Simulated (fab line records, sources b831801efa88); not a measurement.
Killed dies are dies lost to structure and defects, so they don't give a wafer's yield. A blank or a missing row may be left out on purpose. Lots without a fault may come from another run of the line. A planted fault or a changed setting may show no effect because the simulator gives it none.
fab line records | flow sky130
record lots=5 wafers=15 last_day=49
route steps=708 shown METAL2@505 VIA2@507 METAL3@532 CAPM@537
lots that met no fault: from a run of the same line without faults
start_h: hours from the record's first day to the start of the lot's first wafer shown | wait_h: hours since the lot's step before | " the same as in the row above | L1.1+2: a row that stands for several wafers | - no value, or no start given | * or withheld: withheld | < > ~ a bound
route shown NAME@n: a module of which the file shows steps, and the number in the route of the first | usual: mean/standard deviation of fault-free wafers | same: alike in all rows | chamber/n: place in a boat | sites: the reading at each site | _std_site: their standard deviation | _edge_site: outer sites' mean less inner sites' | radius_mm: how far each site lies from the wafer's centre | mask NAME#n: copy n | behind: the tool/chamber that last shaped the wafer | hold: why the lot was held/for how many hours/how that ended | device: the transistor (n, p or np) that didn't switch | end of line: the same wafers' tests at the end of the route | a step without rows: its recipe alone | killed: dies lost to structure and defects at the first sort, not the wafer's yield | map: a wafer's dies, x killed, . not, _ none there
set.NAME: the setting as run; set.NAME@STEP: as run at that earlier step | model.NAME: the simulator's own value behind a step, which no gauge read
lots at some steps of the route; a table a step, a row a wafer
services: from which hour (start_h, from the record's first day; less than 0 if before it) a tool's chamber was out of use, for how many hours, and why
## steps
# step SKY_METAL2_CLEAN_22
# recipe chemistry=IPA time_s=180 temp_c=25
# same time_s=180
# columns lot.wafer tool chamber start_h wait_h
L074.2+5+6 wet_bench-03 1 830.49 0.0
L075.2+3+4 wet_bench-02 3 831.74 0.0
L078.1+3+4 wet_bench-01 1 859.59 0.0
L081.1+3+4 wet_bench-01 3 874.73 0.0
L088.3+5+6 wet_bench-01 3 949.94 0.0
# step SKY_METAL2_CLEAN_23
# recipe chemistry=O3/DIW dry=n2_spin
# columns lot.wafer tool chamber start_h wait_h
L074.2+5+6 wet_bench-02 2 830.55 0.0
L075.2+3+4 wet_bench-01 1 831.80 0.0
L078.1+3+4 wet_bench-02 3 859.66 0.0
L081.1+3+4 wet_bench-02 3 874.79 0.0
L088.3+5+6 wet_bench-01 3 950.00 0.0
# step SKY_VIA2_HDPCVD_00
# recipe material=SiO2 target_thk_nm=1180 sigma_open_frac=0.3 time_s=196.7 temp_c=400 sih4_flow_sccm=60 pressure_mtorr=6
# usual pressure_mtorr=6.002/0.013
# same time_s=196.7
# columns lot.wafer tool chamber start_h wait_h pressure_mtorr
L074.2 hdpcvd-02 0 830.64 0.0 6.015
L074.5 " 0 " " 6.026
L074.6 " 2 " " 6.001
L075.2 hdpcvd-02 1 831.89 0.0 5.981
L075.3 " 0 " " 6.023
L075.4 " 1 " " 6.011
L078.1 hdpcvd-01 2 859.75 0.0 5.982
L078.3 " 1 " " 6.009
L078.4 " 2 " " 6.007
L081.1 hdpcvd-01 0 874.89 0.0 6.001
L081.3 " 2 " " 6.008
L081.4 " 1 " " 6.017
L088.3 hdpcvd-01 0 950.09 0.0 6.003
L088.5 " 2 " " 6.026
L088.6 " 1 " " 6.007
# step SKY_VIA2_THK_MEAS_01
# recipe reads=SiO2_of_VIA2_HDPCVD_00
# usual VIA2_HDPCVD_THK=1175/21
# columns lot.wafer tool chamber start_h wait_h VIA2_HDPCVD_THK[nm]
L074.2 film_metro-04 - 830.78 0.1 1147
L074.5 " - " " 1152
L074.6 " - " " 1151
L075.2 film_metro-04 - 832.03 0.1 1136
L075.3 " - " " 1143
L075.4 " - " " 1129
L078.1 film_metro-02 - 859.88 0.1 1224
L078.3 " - " " 1170
L078.4 " - " " 1214
L081.1 film_metro-04 - 875.02 0.1 1180
L081.3 " - " " 1182
L081.4 " - " " 1179
L088.3 film_metro-02 - 950.26 0.1 1188
L088.5 " - " " 1204
L088.6 " - " " 1201
# step SKY_VIA2_CMP_02
# recipe material=SiO2 down_force_psi=4 platen_rpm=60 pad_velocity_m_s=0.94248
# usual motor_current_A=12.7/0.94
# columns lot.wafer tool chamber start_h wait_h motor_current_A
L074.2 cmp-02 1 830.98 0.2 13.3
L074.6 " 2 " " 11.5
L074.5 " 3 " " 12.4
L075.4 cmp-02 0 832.08 0.0 12.1
L075.2 " 2 " " 11.6
L075.3 " 3 " " 11.7
L078.3 cmp-02 2 859.99 0.1 11.5
L078.4 " 3 " " 12.3
L078.1 " 0 " " 13.0
L081.3 cmp-01 0 875.15 0.1 14.9
L081.1 " 2 " " 11.5
L081.4 " 3 " " 12.7
L088.3 cmp-02 3 950.35 0.1 11.5
L088.6 " 2 " " 11.7
L088.5 " 3 " " 12.2
# step SKY_VIA2_BOW_MEAS_03
# recipe mode=bow
# usual VIA2_BOW=87/6.9
# columns lot.wafer tool chamber start_h wait_h VIA2_BOW[um]
L074.2 film_metro-02 - 831.15 0.1 93
L074.5 " - " " 93
L074.6 " - " " 85
L075.2 film_metro-01 - 832.40 0.2 89
L075.3 " - " " 89
L075.4 " - " " 89
L078.1 film_metro-02 - 860.24 0.1 88
L078.3 " - " " 79
L078.4 " - " " 70
L081.1 film_metro-04 - 875.45 0.1 87
L081.3 " - " " 87
L081.4 " - " " 73
L088.3 film_metro-01 - 950.64 0.2 81
L088.5 " - " " 84
L088.6 " - " " 80
# step SKY_VIA2_DEHYDRATE_04
# recipe temp_c=200 time_s=60
# same time_s=60
# columns lot.wafer tool chamber start_h wait_h
L074.2+5+6 litho_track-04 0 843.63 12.5
L075.2+3+4 litho_track-01 0 844.89 12.5
L078.1+3+4 litho_track-03 0 872.44 12.2
L081.1+3+4 litho_track-01 0 887.67 12.2
L088.3+5+6 litho_track-04 0 962.51 11.8
# step SKY_VIA2_HMDS_05
# recipe prime_time_s=60 prime_temp_c=120
# columns lot.wafer tool chamber start_h wait_h
L074.2+5+6 litho_track-04 0 843.78 0.1
L075.2+3+4 litho_track-01 0 845.04 0.1
L078.1+3+4 litho_track-03 0 872.59 0.1
L081.1+3+4 litho_track-01 0 887.82 0.1
L088.3+5+6 litho_track-04 0 962.66 0.1
# step SKY_VIA2_COAT_06
# recipe resist=BARC temp_c=withheld time_s=withheld spin_rpm=3000 resist_thk_nm=60
# columns lot.wafer tool chamber start_h wait_h
L074.2+5+6 litho_track-04 0 843.93 0.1
L075.2+3+4 litho_track-01 0 845.19 0.1
L078.1+3+4 litho_track-03 0 872.74 0.1
L081.1+3+4 litho_track-01 0 887.97 0.1
L088.3+5+6 litho_track-04 0 962.81 0.1
# step SKY_VIA2_COAT_07
# recipe resist=KrF-thick spin_rpm=3000 resist_thk_nm=450
# columns lot.wafer tool chamber start_h wait_h
L074.2+5+6 litho_track-04 0 - -
L075.2+3+4 litho_track-01 0 - -
L078.1+3+4 litho_track-03 0 - -
L081.1+3+4 litho_track-01 0 - -
L088.3+5+6 litho_track-04 0 - -
# step SKY_VIA2_SOFTBAKE_08
# recipe temp_c=100 time_s=90 resist=KrF-thick
# same time_s=90
# columns lot.wafer tool chamber start_h wait_h
L074.2+5+6 litho_track-04 0 - -
L075.2+3+4 litho_track-01 0 - -
L078.1+3+4 litho_track-03 0 - -
L081.1+3+4 litho_track-01 0 - -
L088.3+5+6 litho_track-04 0 - -
# step SKY_VIA2_EXPOSE_09
# recipe mask_id=VIM2 na=0.8 source_shape=annular sigma_inner=0.55 sigma_outer=0.85 target_cd_nm=200 dose_mj=38
# usual exposure_dose_mJ_cm2=37.96/0.045
# columns lot.wafer tool chamber start_h wait_h mask exposure_dose_mJ_cm2
L074.2 krf_scanner-01 0 - - VIM2#0 37.97
L074.5 " 0 " " VIM2#0 37.96
L074.6 " 0 " " VIM2#0 37.90
L075.2 krf_scanner-01 0 - - VIM2#0 37.89
L075.3 " 0 " " VIM2#0 37.96
L075.4 " 0 " " VIM2#0 38.02
L078.1 krf_scanner-01 0 - - VIM2#0 37.89
L078.3 " 0 " " VIM2#0 37.90
L078.4 " 0 " " VIM2#0 37.95
L081.1 krf_scanner-01 0 - - VIM2#0 37.94
L081.3 " 0 " " VIM2#0 37.93
L081.4 " 0 " " VIM2#0 37.96
L088.3 krf_scanner-01 0 - - VIM2#0 37.98
L088.5 " 0 " " VIM2#0 37.92
L088.6 " 0 " " VIM2#0 37.97
# step SKY_VIA2_PEB_10
# recipe peb_temp_c=withheld peb_time_s=withheld resist=KrF-thick
# columns lot.wafer tool chamber start_h wait_h
L074.2+5+6 litho_track-04 0 - -
L075.2+3+4 litho_track-04 0 - -
L078.1+3+4 litho_track-01 0 - -
L081.1+3+4 litho_track-01 0 - -
L088.3+5+6 litho_track-01 0 - -
# step SKY_VIA2_DEVELOP_11
# recipe develop_time_s=60 resist=KrF-thick dev_temp_c=21
# columns lot.wafer tool chamber start_h wait_h
L074.2+5+6 litho_track-04 0 - -
L075.2+3+4 litho_track-04 0 - -
L078.1+3+4 litho_track-01 0 - -
L081.1+3+4 litho_track-01 0 - -
L088.3+5+6 litho_track-01 0 - -
# step SKY_VIA2_CD_MEAS_12
# recipe target_cd_nm=200
# usual cd_nm=200.0/1.1
# columns lot.wafer tool chamber start_h wait_h cd_nm
L074.2 cd_sem-02 - 856.88 - 200.3
L074.5 " - " " 203.0
L074.6 " - " " 201.6
L075.2 cd_sem-02 - 858.48 - 199.8
L075.3 " - " " 199.1
L075.4 " - " " 200.8
L078.1 cd_sem-02 - 885.82 - 199.8
L078.3 " - " " 198.7
L078.4 " - " " 198.3
L081.1 cd_sem-01 - 900.97 - 201.4
L081.3 " - " " 201.5
L081.4 " - " " 201.7
L088.3 cd_sem-02 - 975.56 - 200.2
L088.5 " - " " 201.0
L088.6 " - " " 201.0
# step SKY_VIA2_OVL_MEAS_13
# usual VIA2_OVL=-1/5.1
# columns lot.wafer tool chamber start_h wait_h VIA2_OVL[nm]
L074.2 overlay-02 - 856.99 0.1 -6
L074.5 " - " " -6
L074.6 " - " " -4
L075.2 overlay-02 - 858.59 0.1 -3
L075.3 " - " " -7
L075.4 " - " " -11
L078.1 overlay-02 - 885.94 0.1 4
L078.3 " - " " -4
L078.4 " - " " 1
L081.1 overlay-01 - 901.09 0.1 3
L081.3 " - " " 3
L081.4 " - " " 5
L088.3 overlay-01 - 975.65 0.1 -3
L088.5 " - " " 3
L088.6 " - " " 2
# step SKY_VIA2_ETCH_14
# recipe chemistry=N2/H2 target=BARC ion_energy_ev=200 source_w=500 bias_w=100 pressure_mtorr=30 n2_flow_sccm=100 h2_flow_sccm=200 stop_on=SiO2 time_s=45.9 target_depth_a=600
# usual drypump_motor_current_A=5.6/0.48 oes_product_au=0.854/0.0048 throttle_valve_pct=13.225/0.0097
# same time_s=45.9
# columns lot.wafer tool chamber start_h wait_h drypump_motor_current_A oes_product_au rf_hours_counter_h throttle_valve_pct
L074.2 rie_diel-01 3 857.02 0.0 5.0 0.854 10 13.225
L074.5 " 0 " " 5.5 0.853 - 13.222
L074.6 " 3 " " 5.0 0.850 - 13.242
L075.2 rie_diel-01 3 858.62 0.0 4.9 0.859 10 13.227
L075.3 " 0 " " 5.4 0.853 10 13.236
L075.4 " 1 " " 5.3 0.845 12 13.226
L078.1 rie_diel-03 1 885.97 0.0 6.1 0.856 16 13.204
L078.3 " 2 " " 6.2 0.849 5 13.212
L078.4 " 3 " " 6.1 0.852 2 13.223
L081.1 rie_diel-01 3 901.12 0.0 4.9 0.845 12 13.227
L081.3 " 2 " " 6.2 0.854 18 13.199
L081.4 " 1 " " 5.3 0.857 13 13.210
L088.3 rie_diel-02 2 975.67 0.0 5.1 0.863 10 13.237
L088.5 " 2 " " 5.1 0.868 - 13.234
L088.6 " 1 " " 5.8 0.857 - 13.229
# step SKY_VIA2_ETCH_15
# recipe target=SiO2 chemistry=C4F8/O2/Ar target_depth_nm=546 stop_on=TiN mask_material=KrF-thick source_w=1500 bias_w=1200 pressure_mtorr=40 c4f8_flow_sccm=withheld O2_flow_sccm=6 Ar_flow_sccm=300 time_s=84
# usual oes_product_au=0.939/0.0049
# same time_s=84
# columns lot.wafer tool chamber start_h wait_h oes_product_au rf_hours_counter_h
L074.2 rie_diel-01 3 857.06 0.0 0.939 10
L074.5 " 0 " " 0.939 -
L074.6 " 3 " " 0.944 -
L075.2 rie_diel-01 3 858.66 0.0 0.938 10
L075.3 " 0 " " 0.938 10
L075.4 " 1 " " 0.939 12
L078.1 rie_diel-03 1 886.01 0.0 0.941 16
L078.3 " 2 " " 0.933 5
L078.4 " 3 " " 0.937 2
L081.1 rie_diel-01 3 901.16 0.0 0.933 12
L081.3 " 2 " " 0.938 18
L081.4 " 1 " " 0.943 13
L088.3 rie_diel-02 2 975.71 0.0 0.928 10
L088.5 " 2 " " 0.934 -
L088.6 " 1 " " 0.948 -
# step SKY_VIA2_STRIP_16
# recipe chemistry=O2/N2 power_w=1400 pressure_mtorr=1500 platen_temp_c=withheld o2_flow_sccm=3000 n2_flow_sccm=300 overash_fraction=0.5
# usual drypump_motor_current_A=5.9/0.47 oes_product_au=0.398/0.0048 strip_time_to_endpoint_s=4.04/0.041
# columns lot.wafer tool chamber start_h wait_h drypump_motor_current_A oes_product_au rf_hours_counter_h strip_time_to_endpoint_s
L074.2 plasma_asher-03 0 857.12 0.0 5.7 0.398 101 4.02
L074.5 " 1 " " 5.7 0.401 - 4.15
L074.6 " 0 " " 5.7 0.392 - 3.99
L075.2 plasma_asher-03 1 858.72 0.0 5.7 0.394 101 4.00
L075.3 " 0 " " 5.7 0.405 - 4.12
L075.4 " 1 " " 5.7 0.402 - 4.07
L078.1 plasma_asher-02 1 886.08 0.0 5.7 0.397 45 3.99
L078.3 " 0 " " 6.8 0.401 - 4.03
L078.4 " 1 " " 5.7 0.396 - 4.01
L081.1 plasma_asher-02 0 901.23 0.0 6.8 0.397 47 4.02
L081.3 " 0 " " 6.8 0.403 - 4.04
L081.4 " 1 " " 5.8 0.409 - 4.06
L088.3 plasma_asher-02 0 975.81 0.1 6.8 0.399 - 4.05
L088.5 " 1 " " 5.8 0.396 - 4.04
L088.6 " 0 " " 6.8 0.405 - 4.00
# step SKY_VIA2_STRIP_17
# recipe chemistry=post_etch_residue_remover time_s=1200 temp_c=72.5
# same time_s=1200
# columns lot.wafer tool chamber start_h wait_h
L074.2+5+6 wet_bench-03 0 857.22 0.1
L075.2+3+4 wet_bench-03 2 858.82 0.1
L078.1+3+4 wet_bench-03 0 886.18 0.1
L081.1+3+4 wet_bench-04 2 901.33 0.1
L088.3+5+6 wet_bench-04 0 975.88 0.0
# step SKY_VIA2_CLEAN_18
# recipe chemistry=IPA time_s=180 temp_c=25
# same time_s=180
# columns lot.wafer tool chamber start_h wait_h
L074.2+5+6 wet_bench-04 0 857.56 0.0
L075.2+3+4 wet_bench-04 1 859.19 0.0
L078.1+3+4 wet_bench-01 2 886.52 0.0
L081.1+3+4 wet_bench-01 0 901.67 0.0
L088.3+5+6 wet_bench-03 1 976.25 0.0
# step SKY_VIA2_CLEAN_19
# recipe chemistry=O3/DIW dry=n2_spin
# columns lot.wafer tool chamber start_h wait_h
L074.2+5+6 wet_bench-01 2 857.62 0.0
L075.2+3+4 wet_bench-01 3 859.25 0.0
L078.1+3+4 wet_bench-03 1 886.58 0.0
L081.1+3+4 wet_bench-03 2 901.73 0.0
L088.3+5+6 wet_bench-04 2 976.31 0.0
# step SKY_VIA2_SPUTTER_20
# recipe material=TiN target_thk_nm=20 chamber_pressure_pa=5 power_w=4000 time_s=80
# usual throttle_valve_pct=29.9/0.83
# same time_s=80
# columns lot.wafer tool chamber start_h wait_h throttle_valve_pct
L074.2 pvd_sputter-02 - 857.74 0.0 30.4
L074.5 " - " " 30.7
L074.6 " - " " 31.2
L075.2 pvd_sputter-02 - 859.36 0.0 30.7
L075.3 " - " " 30.0
L075.4 " - " " 30.5
L078.1 pvd_sputter-01 - 886.67 0.0 28.7
L078.3 " - " " 28.7
L078.4 " - " " 30.6
L081.1 pvd_sputter-01 - 901.82 0.0 30.7
L081.3 " - " " 30.0
L081.4 " - " " 28.8
L088.3 pvd_sputter-02 - 976.41 0.0 30.6
L088.5 " - " " 29.5
L088.6 " - " " 30.8
# step SKY_VIA2_CVD_21
# recipe material=W target_thk_nm=420 time_s=126.4 temp_c=400 pressure_torr=40
# usual chamber_pressure_Torr=40.00/0.087 heater_power_w=842/44
# same time_s=126.4
# columns lot.wafer tool chamber start_h wait_h chamber_pressure_Torr heater_power_w
L074.2 cvd_w-02 1 857.80 0.0 40.09 912
L074.5 " 0 " " 40.09 826
L074.6 " 1 " " 40.14 899
L075.2 cvd_w-02 1 859.42 0.0 39.95 898
L075.3 " 0 " " 39.82 828
L075.4 " 1 " " 39.98 900
L078.1 cvd_w-02 1 886.73 0.0 40.07 900
L078.3 " 0 " " 40.19 831
L078.4 " 1 " " 39.98 924
L081.1 cvd_w-01 0 901.88 0.0 40.07 820
L081.3 " 0 " " 40.02 824
L081.4 " 1 " " 39.97 854
L088.3 cvd_w-02 1 976.52 0.1 39.97 910
L088.5 " 1 " " 40.14 925
L088.6 " 0 " " 39.95 837
# step SKY_VIA2_RS_MEAS_22
# recipe thk_meas_gauge=four-point-probe reads=W_of_VIA2_CVD_21+TiN_of_VIA2_SPUTTER_20
# usual VIA2_W_RS=0.271/0.0049
# columns lot.wafer tool chamber start_h wait_h VIA2_W_RS[ohm/sq]
L074.2 film_metro-01 - 857.95 0.1 0.271
L074.5 " - " " 0.271
L074.6 " - " " 0.270
L075.2 film_metro-01 - 859.57 0.1 0.275
L075.3 " - " " 0.274
L075.4 " - " " 0.276
L078.1 film_metro-01 - 886.86 0.1 0.274
L078.3 " - " " 0.271
L078.4 " - " " 0.275
L081.1 film_metro-04 - 902.02 0.1 0.278
L081.3 " - " " 0.276
L081.4 " - " " 0.274
L088.3 film_metro-01 - 976.64 0.1 0.274
L088.5 " - " " 0.274
L088.6 " - " " 0.272
# step SKY_VIA2_THK_MEAS_23
# recipe thk_meas_gauge=xrf reads=W_of_VIA2_CVD_21
# usual VIA2_W_THK=436/8.7
# columns lot.wafer tool chamber start_h wait_h VIA2_W_THK[nm]
L074.2 film_metro-01 - 858.06 0.1 433
L074.5 " - " " 437
L074.6 " - " " 439
L075.2 film_metro-01 - 859.68 0.1 425
L075.3 " - " " 431
L075.4 " - " " 426
L078.1 film_metro-01 - 886.98 0.1 435
L078.3 " - " " 440
L078.4 " - " " 431
L081.1 film_metro-04 - 902.14 0.1 427
L081.3 " - " " 434
L081.4 " - " " 437
L088.3 film_metro-01 - 976.74 0.1 432
L088.5 " - " " 431
L088.6 " - " " 433
# step SKY_VIA2_CMP_24
# recipe stop_on=SiO2 t_overpolish_s=20 down_force_psi=3.5 platen_rpm=60 target_thk_nm=0 pad_velocity_m_s=0.94248
# usual motor_current_A=11.8/0.95 overpolish_run_s=20.000/0.0092 time_to_endpoint_s=103/5.3
# columns lot.wafer tool chamber start_h wait_h motor_current_A overpolish_run_s time_to_endpoint_s
L074.2 cmp-01 0 858.11 0.0 12.3 20.006 99
L074.6 " 0 " " 12.1 20.006 98
L074.5 " 1 " " 12.5 19.987 108
L075.2 cmp-01 3 859.78 0.1 12.3 20.005 94
L075.3 " 0 " " 13.0 19.993 92
L075.4 " 1 " " 12.5 19.998 103
L078.4 cmp-01 0 887.04 0.0 12.7 20.007 97
L078.1 " 2 " " 10.6 19.997 100
L078.3 " 3 " " 12.2 19.995 101
L081.4 cmp-01 0 902.20 0.0 12.5 20.006 99
L081.3 " 1 " " 12.8 20.002 109
L081.1 " 2 " " 10.8 20.000 103
L088.3 cmp-01 0 977.70 0.9 12.7 19.992 99
L088.5 " 0 " " 13.1 19.996 100
L088.6 " 1 " " 12.3 19.999 109
# step SKY_METAL3_SPUTTER_00
# recipe material=Ti target_thk_nm=15 power_w=3000 time_s=10 chamber_pressure_pa=0.4
# usual throttle_valve_pct=29.7/0.68
# same time_s=10
# columns lot.wafer tool chamber start_h wait_h throttle_valve_pct
L074.2 pvd_sputter-02 - 858.41 0.2 30.3
L074.5 " - " " 29.3
L074.6 " - " " 30.3
L075.2 pvd_sputter-04 - 860.03 0.2 29.1
L075.3 " - " " 29.3
L075.4 " - " " 30.2
L078.1 pvd_sputter-03 - 887.34 0.1 29.8
L078.3 " - " " 28.9
L078.4 " - " " 29.0
L081.1 pvd_sputter-04 - 902.50 0.1 28.9
L081.3 " - " " 29.1
L081.4 " - " " 29.2
L088.3 pvd_sputter-04 - 978.00 0.2 29.0
L088.5 " - " " 30.1
L088.6 " - " " 29.5
# step SKY_METAL3_SPUTTER_01
# recipe material=TiN target_thk_nm=20 power_w=6500 time_s=16.7 chamber_pressure_pa=0.4
# usual throttle_valve_pct=29.6/0.69
# same time_s=16.7
# columns lot.wafer tool chamber start_h wait_h throttle_valve_pct
L074.2 pvd_sputter-02 - 858.43 0.0 30.5
L074.5 " - " " 29.6
L074.6 " - " " 30.4
L075.2 pvd_sputter-04 - 860.05 0.0 29.1
L075.3 " - " " 29.5
L075.4 " - " " 30.1
L078.1 pvd_sputter-03 - 887.36 0.0 29.7
L078.3 " - " " 28.6
L078.4 " - " " 28.9
L081.1 pvd_sputter-04 - 902.52 0.0 28.9
L081.3 " - " " 29.3
L081.4 " - " " 29.4
L088.3 pvd_sputter-04 - 978.02 0.0 28.8
L088.5 " - " " 30.3
L088.6 " - " " 29.4
# step SKY_METAL3_SPUTTER_02
# recipe material=AlCu target_thk_nm=735 power_w=10600 time_s=39.1 chamber_pressure_pa=0.4
# usual throttle_valve_pct=29.6/0.7
# same time_s=39.1
# columns lot.wafer tool chamber start_h wait_h throttle_valve_pct
L074.2 pvd_sputter-02 - 858.46 0.0 30.4
L074.5 " - " " 29.2
L074.6 " - " " 30.2
L075.2 pvd_sputter-04 - 860.08 0.0 29.3
L075.3 " - " " 29.4
L075.4 " - " " 30.4
L078.1 pvd_sputter-03 - 887.39 0.0 29.8
L078.3 " - " " 29.0
L078.4 " - " " 28.8
L081.1 pvd_sputter-04 - 902.54 0.0 28.9
L081.3 " - " " 29.2
L081.4 " - " " 29.2
L088.3 pvd_sputter-04 - 978.04 0.0 29.0
L088.5 " - " " 30.3
L088.6 " - " " 29.4
# step SKY_METAL3_SPUTTER_03
# recipe material=Ti target_thk_nm=5 power_w=3000 time_s=3.3 chamber_pressure_pa=0.4
# usual throttle_valve_pct=29.6/0.69
# same time_s=3.3
# columns lot.wafer tool chamber start_h wait_h throttle_valve_pct
L074.2 pvd_sputter-02 - 858.50 0.0 30.4
L074.5 " - " " 29.1
L074.6 " - " " 30.2
L075.2 pvd_sputter-04 - 860.12 0.0 29.6
L075.3 " - " " 29.1
L075.4 " - " " 30.0
L078.1 pvd_sputter-03 - 887.43 0.0 29.5
L078.3 " - " " 28.8
L078.4 " - " " 28.6
L081.1 pvd_sputter-04 - 902.58 0.0 29.1
L081.3 " - " " 29.1
L081.4 " - " " 29.4
L088.3 pvd_sputter-04 - 978.08 0.0 29.0
L088.5 " - " " 30.1
L088.6 " - " " 29.1
# step SKY_METAL3_SPUTTER_04
# recipe material=TiN target_thk_nm=70 power_w=6500 time_s=58.3 chamber_pressure_pa=0.4
# usual throttle_valve_pct=29.6/0.71
# same time_s=58.3
# columns lot.wafer tool chamber start_h wait_h throttle_valve_pct
L074.2 pvd_sputter-02 - 858.52 0.0 30.5
L074.5 " - " " 29.4
L074.6 " - " " 30.3
L075.2 pvd_sputter-04 - 860.14 0.0 29.2
L075.3 " - " " 29.0
L075.4 " - " " 30.0
L078.1 pvd_sputter-03 - 887.44 0.0 29.6
L078.3 " - " " 28.8
L078.4 " - " " 28.6
L081.1 pvd_sputter-04 - 902.60 0.0 29.0
L081.3 " - " " 29.3
L081.4 " - " " 29.4
L088.3 pvd_sputter-04 - 978.10 0.0 28.9
L088.5 " - " " 30.3
L088.6 " - " " 29.3
# step SKY_CAPM_CVD_00
# recipe material=SiO2 target_thk_nm=15.5 temp_c=400 time_s=withheld rf_w=450
# usual heater_power_w=696/96
# columns lot.wafer tool chamber start_h wait_h heater_power_w
L074.2 pecvd-03 1 858.57 0.0 771
L074.5 " 0 " " 587
L074.6 " 1 " " 775
L075.2 pecvd-04 0 860.19 0.0 669
L075.3 " 2 " " 591
L075.4 " 2 " " 597
L078.1 pecvd-04 2 887.49 0.0 671
L078.3 " 1 " " 671
L078.4 " 1 " " 649
L081.1 pecvd-04 0 902.65 0.0 680
L081.3 " 2 " " 687
L081.4 " 2 " " 689
L088.3 pecvd-03 0 978.15 0.0 567
L088.5 " 1 " " 794
L088.6 " 0 " " 561
# step SKY_CAPM_THK_MEAS_01
# recipe reads=SiO2_of_CAPM_CVD_00
# usual CAPM_CVD_00_THK=15.59/0.23
# columns lot.wafer tool chamber start_h wait_h CAPM_CVD_00_THK[nm]
L074.2 film_metro-04 - 858.61 - 15.27
L074.5 " - " " 15.58
L074.6 " - " " 15.66
L075.2 film_metro-01 - 860.22 - 15.53
L075.3 " - " " 15.57
L075.4 " - " " 15.68
L078.1 film_metro-04 - 887.52 - 15.63
L078.3 " - " " 15.32
L078.4 " - " " 15.57
L081.1 film_metro-03 - 902.67 - 15.32
L081.3 " - " " 15.17
L081.4 " - " " 15.32
L088.3 film_metro-04 - 978.19 - 15.69
L088.5 " - " " 16.15
L088.6 " - " " 15.94
# step SKY_CAPM_SPUTTER_02
# recipe material=TiN target_thk_nm=200 temp_c=300 power_w=6500 time_s=166.7 chamber_pressure_pa=0.4
# usual throttle_valve_pct=29.7/0.79
# same time_s=166.7
# columns lot.wafer tool chamber start_h wait_h throttle_valve_pct
L074.2 pvd_sputter-01 - 858.66 0.0 28.7
L074.5 " - " " 30.4
L074.6 " - " " 30.2
L075.2 pvd_sputter-02 - 860.27 0.0 30.4
L075.3 " - " " 29.7
L075.4 " - " " 30.8
L078.1 pvd_sputter-02 - 887.58 0.1 30.8
L078.3 " - " " 30.2
L078.4 " - " " 29.2
L081.1 pvd_sputter-01 - 902.73 0.1 28.7
L081.3 " - " " 28.7
L081.4 " - " " 30.2
L088.3 pvd_sputter-01 - 978.23 0.0 28.7
L088.5 " - " " 30.0
L088.6 " - " " 30.4
# step SKY_CAPM_RS_MEAS_03
# recipe thk_meas_gauge=four-point-probe reads=TiN_of_CAPM_SPUTTER_02
# usual CAPM_TIN_RS=6.91/0.094
# columns lot.wafer tool chamber start_h wait_h CAPM_TIN_RS[ohm/sq]
L074.2 film_metro-01 - 858.79 0.1 7.03
L074.5 " - " " 6.99
L074.6 " - " " 6.97
L075.2 film_metro-04 - 860.40 0.1 7.03
L075.3 " - " " 6.89
L075.4 " - " " 6.71
L078.1 film_metro-01 - 887.68 0.1 6.78
L078.3 " - " " 7.05
L078.4 " - " " 6.92
L081.1 film_metro-01 - 902.84 0.1 6.88
L081.3 " - " " 6.89
L081.4 " - " " 7.01
L088.3 film_metro-04 - 978.38 0.1 6.77
L088.5 " - " " 6.90
L088.6 " - " " 7.02
# step SKY_CAPM_THK_MEAS_04
# recipe thk_meas_gauge=xrf reads=TiN_of_CAPM_SPUTTER_02
# usual CAPM_TIN_THK=198.7/2.8
# columns lot.wafer tool chamber start_h wait_h CAPM_TIN_THK[nm]
L074.2 film_metro-01 - 858.90 0.1 193.7
L074.5 " - " " 195.0
L074.6 " - " " 196.2
L075.2 film_metro-04 - 860.51 0.1 196.6
L075.3 " - " " 200.8
L075.4 " - " " 205.9
L078.1 film_metro-01 - 887.80 0.1 200.4
L078.3 " - " " 194.0
L078.4 " - " " 197.8
L081.1 film_metro-01 - 902.96 0.1 200.7
L081.3 " - " " 199.9
L081.4 " - " " 196.8
L088.3 film_metro-04 - 978.48 0.1 203.5
L088.5 " - " " 200.0
L088.6 " - " " 196.3
# step SKY_CAPM_DEHYDRATE_05
# recipe temp_c=200 time_s=60
# same time_s=60
# columns lot.wafer tool chamber start_h wait_h
L074.2+5+6 litho_track-02 0 871.29 12.4
L075.2+3+4 litho_track-02 0 872.69 12.2
L078.1+3+4 litho_track-01 0 899.67 11.9
L081.1+3+4 litho_track-02 0 915.66 12.7
L088.3+5+6 litho_track-01 0 989.57 11.1
# step SKY_CAPM_HMDS_06
# recipe prime_time_s=60 prime_temp_c=120
# columns lot.wafer tool chamber start_h wait_h
L074.2+5+6 litho_track-02 0 871.44 0.1
L075.2+3+4 litho_track-02 0 872.84 0.1
L078.1+3+4 litho_track-01 0 899.82 0.1
L081.1+3+4 litho_track-02 0 915.81 0.1
L088.3+5+6 litho_track-01 0 989.72 0.1
# step SKY_CAPM_COAT_07
# recipe resist=NOVOLAK spin_rpm=3000 resist_thk_nm=1140
# columns lot.wafer tool chamber start_h wait_h
L074.2+5+6 litho_track-02 0 871.59 0.1
L075.2+3+4 litho_track-02 0 872.99 0.1
L078.1+3+4 litho_track-01 0 899.97 0.1
L081.1+3+4 litho_track-02 0 915.96 0.1
L088.3+5+6 litho_track-01 0 989.87 0.1
# step SKY_CAPM_SOFTBAKE_08
# recipe temp_c=90 time_s=60 resist=NOVOLAK
# same time_s=60
# columns lot.wafer tool chamber start_h wait_h
L074.2+5+6 litho_track-02 0 871.74 0.1
L075.2+3+4 litho_track-02 0 873.14 0.1
L078.1+3+4 litho_track-01 0 900.12 0.1
L081.1+3+4 litho_track-02 0 916.11 0.1
L088.3+5+6 litho_track-01 0 990.02 0.1
## services
# columns tool chamber start_h hours kind
cmp-01 - 810.89 15.8 pm
pvd_sputter-03 - 818.83 13.6 repair
rie_diel-01 - 824.05 2.8 pm
cmp-01 - 831.15 2.3 repair
krf_scanner-01 - 839.45 0.8 pm
pvd_sputter-03 - 843.01 26.9 repair
krf_scanner-01 - 855.86 0.8 pm
cmp-01 - 856.68 1.1 repair
pvd_sputter-03 - 857.44 0.9 repair
pvd_sputter-02 - 866.69 0.6 repair
krf_scanner-01 - 903.96 4.4 pm
pvd_sputter-04 - 910.02 4.1 repair
krf_scanner-01 - 915.09 1.0 pm
pvd_sputter-02 - 932.88 0.8 repair
pvd_sputter-03 - 933.42 75.8 repair
rie_diel-01 1 940.29 6.3 repair
pvd_sputter-01 - 940.61 2.3 repair
pvd_sputter-03 - 942.90 1.0 repair
krf_scanner-01 - 948.01 1.3 pm
cmp-01 - 951.59 1.4 repair
wet_bench-01 - 952.83 1.9 pm
pvd_sputter-03 - 955.82 7.4 repair
rie_diel-01 3 980.89 4.1 repair
pvd_sputter-02 - 989.22 0.9 repair
## key
fault none
